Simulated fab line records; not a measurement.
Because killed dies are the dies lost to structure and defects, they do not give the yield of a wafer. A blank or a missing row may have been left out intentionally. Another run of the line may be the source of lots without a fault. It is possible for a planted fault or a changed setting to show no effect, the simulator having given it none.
fab line records :: flow sfq-line
record:
  lots: 6
  wafers: 18
  last-day: 81
route steps=325 shown I7@309 M8@311
lots with no fault: from the same line, run without faults
start-h: hours from the record's first day to the start of the lot's first wafer shown :: wait-h: time in hours since the lot's previous step :: " the same as in the row above :: L1.1+2: several wafers, shown together as one row :: - value missing, or start not given :: * or withheld: withheld :: < > ~ a bound
route shown NAME@n: a module of which the file shows steps, and the number in the route of the first :: usual: average and standard deviation across the fault-free wafers :: same: alike in all rows :: chamber/n: place in a boat :: sites: per-site readings :: _std_site: the standard deviation of these :: _edge_site: the outer-site mean with the inner-site mean subtracted :: radius-mm: for every site, how far away it sits from the centre of the wafer :: mask NAME#n: copy n :: behind: the last tool/chamber to shape the wafer :: hold: what put the lot on hold/how long, in hours/how the hold closed :: device: transistor that didn't switch, given as n, p or np :: end of line: the same wafers' tests at the end of the route :: a step without rows: its recipe alone :: killed: count of dies lost to structure and defects at first sort (not the wafer's yield) :: map: per-die view of a wafer (x killed, . not killed, _ where there is no die)
set.NAME: the run value of the setting; set.NAME@STEP: its run value at that earlier step :: model.NAME: the simulator's own value behind a step, which no gauge read
lots at some steps of the route; a table a step, a row a wafer
services: a tool's chamber out of use, with start hour (start-h, from the record's first day; less than 0 if before it), hours out, and reason
== steps ==
step: SFQ_TRILAYER_I7_VIA_STRIP_STRIP_191
recipe:
  gas: O2
  power-w: 200
  platen-temp-c: 40
  overash-fraction: 0.65
  chemistry: O2
  pressure-mtorr: 50
usual:
  drypump-motor-current-A: 6.03/0.28
  oes-product-au: 1.000/0.0079
lot.wafer: L818.3
tool: rie-metal-01
chamber: 0
start-h: 1791.85
wait-h: -
drypump-motor-current-A: 5.70
oes-product-au: 1.005
rf-hours-counter-h: -

lot.wafer: L818.4
tool: rie-metal-01
chamber: 1
start-h: 1791.85
wait-h: -
drypump-motor-current-A: 5.83
oes-product-au: 1.005
rf-hours-counter-h: -

lot.wafer: L818.6
tool: rie-metal-01
chamber: 0
start-h: 1791.85
wait-h: -
drypump-motor-current-A: 5.69
oes-product-au: 1.008
rf-hours-counter-h: -

lot.wafer: L819.3
tool: rie-metal-01
chamber: 1
start-h: 1795.45
wait-h: -
drypump-motor-current-A: 5.80
oes-product-au: 0.979
rf-hours-counter-h: -

lot.wafer: L819.5
tool: rie-metal-01
chamber: 0
start-h: 1795.45
wait-h: -
drypump-motor-current-A: 5.71
oes-product-au: 0.996
rf-hours-counter-h: -

lot.wafer: L819.6
tool: rie-metal-01
chamber: 1
start-h: 1795.45
wait-h: -
drypump-motor-current-A: 5.83
oes-product-au: 0.979
rf-hours-counter-h: -

lot.wafer: L823.1
tool: rie-metal-03
chamber: 1
start-h: 1821.21
wait-h: -
drypump-motor-current-A: 6.32
oes-product-au: 1.000
rf-hours-counter-h: 80

lot.wafer: L823.3
tool: rie-metal-03
chamber: 1
start-h: 1821.21
wait-h: -
drypump-motor-current-A: 6.32
oes-product-au: 1.006
rf-hours-counter-h: -

lot.wafer: L823.5
tool: rie-metal-03
chamber: 1
start-h: 1821.21
wait-h: -
drypump-motor-current-A: 6.31
oes-product-au: 1.009
rf-hours-counter-h: -

lot.wafer: L824.1
tool: rie-metal-02
chamber: 0
start-h: 1824.15
wait-h: -
drypump-motor-current-A: 6.36
oes-product-au: 1.004
rf-hours-counter-h: 5

lot.wafer: L824.2
tool: rie-metal-02
chamber: 1
start-h: 1824.15
wait-h: -
drypump-motor-current-A: 6.21
oes-product-au: 0.985
rf-hours-counter-h: 77

lot.wafer: L824.3
tool: rie-metal-02
chamber: 1
start-h: 1824.15
wait-h: -
drypump-motor-current-A: 6.21
oes-product-au: 0.995
rf-hours-counter-h: -

lot.wafer: L825.2
tool: rie-metal-02
chamber: 1
start-h: 1848.21
wait-h: -
drypump-motor-current-A: 6.18
oes-product-au: 1.000
rf-hours-counter-h: 80

lot.wafer: L825.3
tool: rie-metal-02
chamber: 1
start-h: 1848.21
wait-h: -
drypump-motor-current-A: 6.24
oes-product-au: 0.997
rf-hours-counter-h: -

lot.wafer: L825.6
tool: rie-metal-02
chamber: 0
start-h: 1848.21
wait-h: -
drypump-motor-current-A: 6.37
oes-product-au: 1.010
rf-hours-counter-h: -

lot.wafer: L830.1
tool: rie-metal-02
chamber: 1
start-h: 1868.61
wait-h: -
drypump-motor-current-A: 6.26
oes-product-au: 0.993
rf-hours-counter-h: 81

lot.wafer: L830.2
tool: rie-metal-02
chamber: 0
start-h: 1868.61
wait-h: -
drypump-motor-current-A: 6.40
oes-product-au: 1.000
rf-hours-counter-h: 9

lot.wafer: L830.4
tool: rie-metal-02
chamber: 0
start-h: 1868.61
wait-h: -
drypump-motor-current-A: 6.40
oes-product-au: 1.004
rf-hours-counter-h: -
step: SFQ_TRILAYER_I7_VIA_STRIP_SOLV_CLEAN_192
recipe:
  chemistry: NMP
  temp-c: 70
  time-s: 600
step: SFQ_TRILAYER_M8_LITHO_LOR_COAT_197
recipe:
  resist: lift-off
  spin-rpm: 3000
step: SFQ_TRILAYER_M8_LITHO_LOR_BAKE_198
recipe:
  resist: lift-off
  temp-c: withheld
  time-s: withheld
step: SFQ_TRILAYER_M8_LITHO_COAT_193
recipe:
  resist: KrF
  spin-rpm: 3000
  resist-thk-nm: 600
step: SFQ_TRILAYER_M8_LITHO_SOFTBAKE_199
recipe:
  temp-c: withheld
  time-s: withheld
  resist: KrF
step: SFQ_TRILAYER_M8_LITHO_EXPOSE_194
recipe:
  mask-id: M8
  na: 0.6
  source-shape: conventional
  sigma-outer: 0.65
  target-cd-nm: 2000
  dose-mj: 14.4
step: SFQ_TRILAYER_M8_LITHO_PEB_196
recipe:
  peb-temp-c: 115
  peb-time-s: 60
  resist: KrF
step: SFQ_TRILAYER_M8_LITHO_DEVELOP_195
recipe:
  img-clear-s: 15
  time-s: 55
  resist: KrF
step: SFQ_M8_OVL_MEAS_948
usual:
  M8_OVL: 2/5.5
lot.wafer: L818.3
tool: overlay-02
chamber: -
start-h: 1877.12
wait-h: 0.1
M8_OVL[nm]: -6

lot.wafer: L818.4
tool: overlay-02
chamber: -
start-h: 1877.12
wait-h: 0.1
M8_OVL[nm]: -5

lot.wafer: L818.6
tool: overlay-02
chamber: -
start-h: 1877.12
wait-h: 0.1
M8_OVL[nm]: 0

lot.wafer: L819.3
tool: overlay-02
chamber: -
start-h: 1879.52
wait-h: 0.1
M8_OVL[nm]: -1

lot.wafer: L819.5
tool: overlay-02
chamber: -
start-h: 1879.52
wait-h: 0.1
M8_OVL[nm]: 2

lot.wafer: L819.6
tool: overlay-02
chamber: -
start-h: 1879.52
wait-h: 0.1
M8_OVL[nm]: -2

lot.wafer: L823.1
tool: overlay-01
chamber: -
start-h: 1904.71
wait-h: 0.1
M8_OVL[nm]: -12

lot.wafer: L823.3
tool: overlay-01
chamber: -
start-h: 1904.71
wait-h: 0.1
M8_OVL[nm]: -7

lot.wafer: L823.5
tool: overlay-01
chamber: -
start-h: 1904.71
wait-h: 0.1
M8_OVL[nm]: -7

lot.wafer: L824.1
tool: overlay-01
chamber: -
start-h: 1908.31
wait-h: 0.1
M8_OVL[nm]: -3

lot.wafer: L824.2
tool: overlay-01
chamber: -
start-h: 1908.31
wait-h: 0.1
M8_OVL[nm]: -3

lot.wafer: L824.3
tool: overlay-01
chamber: -
start-h: 1908.31
wait-h: 0.1
M8_OVL[nm]: -5

lot.wafer: L825.2
tool: overlay-01
chamber: -
start-h: 1928.59
wait-h: 0.1
M8_OVL[nm]: 3

lot.wafer: L825.3
tool: overlay-01
chamber: -
start-h: 1928.59
wait-h: 0.1
M8_OVL[nm]: 4

lot.wafer: L825.6
tool: overlay-01
chamber: -
start-h: 1928.59
wait-h: 0.1
M8_OVL[nm]: 8

lot.wafer: L830.1
tool: overlay-01
chamber: -
start-h: 1947.36
wait-h: 0.1
M8_OVL[nm]: 8

lot.wafer: L830.2
tool: overlay-01
chamber: -
start-h: 1947.36
wait-h: 0.1
M8_OVL[nm]: 3

lot.wafer: L830.4
tool: overlay-01
chamber: -
start-h: 1947.36
wait-h: 0.1
M8_OVL[nm]: 2
step: SFQ_TRILAYER_M8_DEP_EVAP_197
recipe:
  material: Ti
  angular-spread-deg: 1
  target-thk-nm: 20
  time-s: 100
  power-w: 2000
step: SFQ_TRILAYER_M8_DEP_EVAP_198
recipe:
  material: Pt
  angular-spread-deg: 1
  target-thk-nm: 50
  time-s: 250
  power-w: 2000
step: SFQ_TRILAYER_M8_DEP_EVAP_196
recipe:
  material: Au
  angular-spread-deg: 1
  target-thk-nm: 180
  time-s: 900
  power-w: 2000
lot.wafer: L818.3
tool: pvd-sputter-02
chamber: -
start-h: 1877.38
wait-h: 0.1
model.Au_of_TRILAYER_M8_DEP_EVAP_196.thk-nm: 177.4

lot.wafer: L818.4
tool: pvd-sputter-02
chamber: -
start-h: 1877.38
wait-h: 0.1
model.Au_of_TRILAYER_M8_DEP_EVAP_196.thk-nm: 180.5

lot.wafer: L818.6
tool: pvd-sputter-02
chamber: -
start-h: 1877.38
wait-h: 0.1
model.Au_of_TRILAYER_M8_DEP_EVAP_196.thk-nm: 179

lot.wafer: L819.3
tool: pvd-sputter-01
chamber: -
start-h: 1879.78
wait-h: 0.1
model.Au_of_TRILAYER_M8_DEP_EVAP_196.thk-nm: 178.5

lot.wafer: L819.5
tool: pvd-sputter-01
chamber: -
start-h: 1879.78
wait-h: 0.1
model.Au_of_TRILAYER_M8_DEP_EVAP_196.thk-nm: 179.9

lot.wafer: L819.6
tool: pvd-sputter-01
chamber: -
start-h: 1879.78
wait-h: 0.1
model.Au_of_TRILAYER_M8_DEP_EVAP_196.thk-nm: 179.4

lot.wafer: L823.1
tool: pvd-sputter-01
chamber: -
start-h: 1904.98
wait-h: 0.1
model.Au_of_TRILAYER_M8_DEP_EVAP_196.thk-nm: 178.6

lot.wafer: L823.3
tool: pvd-sputter-01
chamber: -
start-h: 1904.98
wait-h: 0.1
model.Au_of_TRILAYER_M8_DEP_EVAP_196.thk-nm: 217.7

lot.wafer: L823.5
tool: pvd-sputter-01
chamber: -
start-h: 1904.98
wait-h: 0.1
model.Au_of_TRILAYER_M8_DEP_EVAP_196.thk-nm: 179.6

lot.wafer: L824.1
tool: pvd-sputter-02
chamber: -
start-h: 1908.58
wait-h: 0.1
model.Au_of_TRILAYER_M8_DEP_EVAP_196.thk-nm: 179

lot.wafer: L824.2
tool: pvd-sputter-02
chamber: -
start-h: 1908.58
wait-h: 0.1
model.Au_of_TRILAYER_M8_DEP_EVAP_196.thk-nm: 180

lot.wafer: L824.3
tool: pvd-sputter-02
chamber: -
start-h: 1908.58
wait-h: 0.1
model.Au_of_TRILAYER_M8_DEP_EVAP_196.thk-nm: 180.5

lot.wafer: L825.2
tool: pvd-sputter-01
chamber: -
start-h: 1928.85
wait-h: 0.1
model.Au_of_TRILAYER_M8_DEP_EVAP_196.thk-nm: 215.4

lot.wafer: L825.3
tool: pvd-sputter-01
chamber: -
start-h: 1928.85
wait-h: 0.1
model.Au_of_TRILAYER_M8_DEP_EVAP_196.thk-nm: 178.9

lot.wafer: L825.6
tool: pvd-sputter-01
chamber: -
start-h: 1928.85
wait-h: 0.1
model.Au_of_TRILAYER_M8_DEP_EVAP_196.thk-nm: 179.1

lot.wafer: L830.1
tool: pvd-sputter-02
chamber: -
start-h: 1947.63
wait-h: 0.1
model.Au_of_TRILAYER_M8_DEP_EVAP_196.thk-nm: 179

lot.wafer: L830.2
tool: pvd-sputter-02
chamber: -
start-h: 1947.63
wait-h: 0.1
model.Au_of_TRILAYER_M8_DEP_EVAP_196.thk-nm: 179.5

lot.wafer: L830.4
tool: pvd-sputter-02
chamber: -
start-h: 1947.63
wait-h: 0.1
model.Au_of_TRILAYER_M8_DEP_EVAP_196.thk-nm: 180.1
step: SFQ_M8_RS_MEAS_949
recipe:
  thk-meas-gauge: four-point-probe
  reads: Au_of_TRILAYER_M8_DEP_EVAP_196+Pt_of_TRILAYER_M8_DEP_EVAP_198+Ti_of_TRILAYER_M8_DEP_EVAP_197
usual:
  M8_AU_RS: 0.1539/0.0015
lot.wafer: L818.3
tool: film-metro-03
chamber: -
start-h: 1877.93
wait-h: 0.3
M8_AU_RS[ohm/sq]: 0.1557

lot.wafer: L818.4
tool: film-metro-03
chamber: -
start-h: 1877.93
wait-h: 0.3
M8_AU_RS[ohm/sq]: 0.1531

lot.wafer: L818.6
tool: film-metro-03
chamber: -
start-h: 1877.93
wait-h: 0.3
M8_AU_RS[ohm/sq]: 0.1547

lot.wafer: L819.3
tool: film-metro-03
chamber: -
start-h: 1880.33
wait-h: 0.3
M8_AU_RS[ohm/sq]: 0.1551

lot.wafer: L819.5
tool: film-metro-03
chamber: -
start-h: 1880.33
wait-h: 0.3
M8_AU_RS[ohm/sq]: 0.1538

lot.wafer: L819.6
tool: film-metro-03
chamber: -
start-h: 1880.33
wait-h: 0.3
M8_AU_RS[ohm/sq]: 0.1544

lot.wafer: L823.1
tool: film-metro-03
chamber: -
start-h: 1905.49
wait-h: 0.3
M8_AU_RS[ohm/sq]: 0.1547

lot.wafer: L823.3
tool: film-metro-03
chamber: -
start-h: 1905.49
wait-h: 0.3
M8_AU_RS[ohm/sq]: 0.1268

lot.wafer: L823.5
tool: film-metro-03
chamber: -
start-h: 1905.49
wait-h: 0.3
M8_AU_RS[ohm/sq]: 0.1541

lot.wafer: L824.1
tool: film-metro-04
chamber: -
start-h: 1909.09
wait-h: 0.3
M8_AU_RS[ohm/sq]: 0.1543

lot.wafer: L824.2
tool: film-metro-04
chamber: -
start-h: 1909.09
wait-h: 0.3
M8_AU_RS[ohm/sq]: 0.1535

lot.wafer: L824.3
tool: film-metro-04
chamber: -
start-h: 1909.09
wait-h: 0.3
M8_AU_RS[ohm/sq]: 0.1533

lot.wafer: L825.2
tool: film-metro-04
chamber: -
start-h: 1929.39
wait-h: 0.3
M8_AU_RS[ohm/sq]: 0.1281

lot.wafer: L825.3
tool: film-metro-04
chamber: -
start-h: 1929.39
wait-h: 0.3
M8_AU_RS[ohm/sq]: 0.1544

lot.wafer: L825.6
tool: film-metro-04
chamber: -
start-h: 1929.39
wait-h: 0.3
M8_AU_RS[ohm/sq]: 0.1546

lot.wafer: L830.1
tool: film-metro-02
chamber: -
start-h: 1948.14
wait-h: 0.3
M8_AU_RS[ohm/sq]: 0.1542

lot.wafer: L830.2
tool: film-metro-02
chamber: -
start-h: 1948.14
wait-h: 0.3
M8_AU_RS[ohm/sq]: 0.1540

lot.wafer: L830.4
tool: film-metro-02
chamber: -
start-h: 1948.14
wait-h: 0.3
M8_AU_RS[ohm/sq]: 0.1530
step: SFQ_M8_THK_MEAS_950
recipe:
  thk-meas-gauge: xrf
  reads: Au_of_TRILAYER_M8_DEP_EVAP_196
usual:
  M8_AU_THK: 178.0/2
lot.wafer: L818.3
tool: film-metro-03
chamber: -
start-h: 1878.03
wait-h: 0.1
M8_AU_THK[nm]: 176.4

lot.wafer: L818.4
tool: film-metro-03
chamber: -
start-h: 1878.03
wait-h: 0.1
M8_AU_THK[nm]: 179.4

lot.wafer: L818.6
tool: film-metro-03
chamber: -
start-h: 1878.03
wait-h: 0.1
M8_AU_THK[nm]: 178.6

lot.wafer: L819.3
tool: film-metro-03
chamber: -
start-h: 1880.43
wait-h: 0.1
M8_AU_THK[nm]: 178.0

lot.wafer: L819.5
tool: film-metro-03
chamber: -
start-h: 1880.43
wait-h: 0.1
M8_AU_THK[nm]: 179.4

lot.wafer: L819.6
tool: film-metro-03
chamber: -
start-h: 1880.43
wait-h: 0.1
M8_AU_THK[nm]: 177.9

lot.wafer: L823.1
tool: film-metro-03
chamber: -
start-h: 1905.61
wait-h: 0.1
M8_AU_THK[nm]: 176.2

lot.wafer: L823.3
tool: film-metro-03
chamber: -
start-h: 1905.61
wait-h: 0.1
M8_AU_THK[nm]: 214.6

lot.wafer: L823.5
tool: film-metro-03
chamber: -
start-h: 1905.61
wait-h: 0.1
M8_AU_THK[nm]: 177.9

lot.wafer: L824.1
tool: film-metro-04
chamber: -
start-h: 1909.21
wait-h: 0.1
M8_AU_THK[nm]: 177.5

lot.wafer: L824.2
tool: film-metro-04
chamber: -
start-h: 1909.21
wait-h: 0.1
M8_AU_THK[nm]: 179.0

lot.wafer: L824.3
tool: film-metro-04
chamber: -
start-h: 1909.21
wait-h: 0.1
M8_AU_THK[nm]: 178.8

lot.wafer: L825.2
tool: film-metro-04
chamber: -
start-h: 1929.50
wait-h: 0.1
M8_AU_THK[nm]: 211.9

lot.wafer: L825.3
tool: film-metro-04
chamber: -
start-h: 1929.50
wait-h: 0.1
M8_AU_THK[nm]: 176.0

lot.wafer: L825.6
tool: film-metro-04
chamber: -
start-h: 1929.50
wait-h: 0.1
M8_AU_THK[nm]: 176.1

lot.wafer: L830.1
tool: film-metro-02
chamber: -
start-h: 1948.26
wait-h: 0.1
M8_AU_THK[nm]: 178.5

lot.wafer: L830.2
tool: film-metro-02
chamber: -
start-h: 1948.26
wait-h: 0.1
M8_AU_THK[nm]: 178.9

lot.wafer: L830.4
tool: film-metro-02
chamber: -
start-h: 1948.26
wait-h: 0.1
M8_AU_THK[nm]: 178.6
step: SFQ_TRILAYER_M8_LIFTOFF_LIFTOFF_197
recipe:
  temp-c: 80
  time-s: 600
  chemistry: NMP
step: SFQ_M8_BOW_MEAS_951
recipe:
  mode: bow
usual:
  M8_BOW: 6/12
lot.wafer: L818.3
tool: film-metro-04
chamber: -
start-h: 1878.29
wait-h: 0.0
M8_BOW[um]: 6
model.etest.i7.link-ohm: 1.04
model.etest.m8.ohm-sq: 0.1558

lot.wafer: L818.4
tool: film-metro-04
chamber: -
start-h: 1878.29
wait-h: 0.0
M8_BOW[um]: 7
model.etest.i7.link-ohm: 1.032
model.etest.m8.ohm-sq: 0.1531

lot.wafer: L818.6
tool: film-metro-04
chamber: -
start-h: 1878.29
wait-h: 0.0
M8_BOW[um]: -1
model.etest.i7.link-ohm: 1.042
model.etest.m8.ohm-sq: 0.1543

lot.wafer: L819.3
tool: film-metro-04
chamber: -
start-h: 1880.70
wait-h: 0.0
M8_BOW[um]: 20
model.etest.i7.link-ohm: 1.04
model.etest.m8.ohm-sq: 0.1548

lot.wafer: L819.5
tool: film-metro-04
chamber: -
start-h: 1880.70
wait-h: 0.0
M8_BOW[um]: 11
model.etest.i7.link-ohm: 1.041
model.etest.m8.ohm-sq: 0.1536

lot.wafer: L819.6
tool: film-metro-04
chamber: -
start-h: 1880.70
wait-h: 0.0
M8_BOW[um]: 13
model.etest.i7.link-ohm: 1.052
model.etest.m8.ohm-sq: 0.154

lot.wafer: L823.1
tool: film-metro-04
chamber: -
start-h: 1905.85
wait-h: 0.0
M8_BOW[um]: -5
model.etest.i7.link-ohm: 1.057
model.etest.m8.ohm-sq: 0.1547

lot.wafer: L823.3
tool: film-metro-04
chamber: -
start-h: 1905.85
wait-h: 0.0
M8_BOW[um]: 8
model.etest.i7.link-ohm: 1.035
model.etest.m8.ohm-sq: 0.1269

lot.wafer: L823.5
tool: film-metro-04
chamber: -
start-h: 1905.85
wait-h: 0.0
M8_BOW[um]: -26
model.etest.i7.link-ohm: 1.049
model.etest.m8.ohm-sq: 0.1538

lot.wafer: L824.1
tool: film-metro-02
chamber: -
start-h: 1909.45
wait-h: 0.0
M8_BOW[um]: 9
model.etest.i7.link-ohm: 1.05
model.etest.m8.ohm-sq: 0.1543

lot.wafer: L824.2
tool: film-metro-02
chamber: -
start-h: 1909.45
wait-h: 0.0
M8_BOW[um]: 6
model.etest.i7.link-ohm: 1.052
model.etest.m8.ohm-sq: 0.1535

lot.wafer: L824.3
tool: film-metro-02
chamber: -
start-h: 1909.45
wait-h: 0.0
M8_BOW[um]: 17
model.etest.i7.link-ohm: 1.054
model.etest.m8.ohm-sq: 0.1531

lot.wafer: L825.2
tool: film-metro-02
chamber: -
start-h: 1929.74
wait-h: 0.0
M8_BOW[um]: 32
model.etest.i7.link-ohm: 1.052
model.etest.m8.ohm-sq: 0.1283

lot.wafer: L825.3
tool: film-metro-02
chamber: -
start-h: 1929.74
wait-h: 0.0
M8_BOW[um]: 18
model.etest.i7.link-ohm: 1.067
model.etest.m8.ohm-sq: 0.1544

lot.wafer: L825.6
tool: film-metro-02
chamber: -
start-h: 1929.74
wait-h: 0.0
M8_BOW[um]: 17
model.etest.i7.link-ohm: 1.061
model.etest.m8.ohm-sq: 0.1542

lot.wafer: L830.1
tool: film-metro-03
chamber: -
start-h: 1948.50
wait-h: 0.0
M8_BOW[um]: 4
model.etest.i7.link-ohm: 1.048
model.etest.m8.ohm-sq: 0.1544

lot.wafer: L830.2
tool: film-metro-03
chamber: -
start-h: 1948.50
wait-h: 0.0
M8_BOW[um]: -5
model.etest.i7.link-ohm: 1.055
model.etest.m8.ohm-sq: 0.1539

lot.wafer: L830.4
tool: film-metro-03
chamber: -
start-h: 1948.50
wait-h: 0.0
M8_BOW[um]: -8
model.etest.i7.link-ohm: 1.058
model.etest.m8.ohm-sq: 0.1534
== services ==
tool: pvd-sputter-01
chamber: -
start-h: 1769.90
hours: 2.5
kind: repair

tool: rie-metal-03
chamber: 1
start-h: 1775.04
hours: 10.2
kind: repair

tool: rie-metal-03
chamber: 0
start-h: 1798.78
hours: 15.3
kind: repair

tool: rie-metal-03
chamber: -
start-h: 1839.02
hours: 0.4
kind: repair

tool: rie-metal-03
chamber: 1
start-h: 1842.13
hours: 19.4
kind: repair

tool: rie-metal-02
chamber: -
start-h: 1853.36
hours: 14.6
kind: pm

tool: pvd-sputter-01
chamber: 0
start-h: 1875.80
hours: -
kind: consumable-replace:kit

tool: pvd-sputter-01
chamber: 0
start-h: 1875.80
hours: 18.0
kind: scheduled-down

tool: pvd-sputter-01
chamber: 0
start-h: 1875.80
hours: 18.0
kind: vent-cycle

tool: rie-metal-02
chamber: 1
start-h: 1878.92
hours: 4.5
kind: repair
== key ==
first-sign:
  step: SFQ_M8_RS_MEAS_949
  reading: M8_AU_RS
  direction: down
  sigmas: 17
  usual: 0.1539
  struck: 0.1275
effect:
  step: SFQ_M8_THK_MEAS_950
  reading: M8_AU_THK
  direction: up
  sigmas: 18
  usual: 178.0
  struck: 213.2
model-effect:
  step: SFQ_TRILAYER_M8_DEP_EVAP_196
  value: Au_of_TRILAYER_M8_DEP_EVAP_196.thk-nm
  without: 178.8
  struck: 216.6
model-effect:
  step: SFQ_M8_BOW_MEAS_951
  value: etest.i7.link-ohm
  without: 1.072
  struck: 1.044
met-at SFQ_TRILAYER_M8_DEP_EVAP_196
struck-wafers L823.3,L825.2
onset-between 1879.78 1904.98
fault:
  kind: process-parameter-drift
  tool: pvd-sputter-01
  chamber: -
  onset-h: 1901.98
  steps: SFQ_TRILAYER_M8_DEP_EVAP_196
  channel: time-s
  offset: *
  shape: step
  end-h: 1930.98
  acts-in: *
  stated: *
  scope: struck-wafers-only
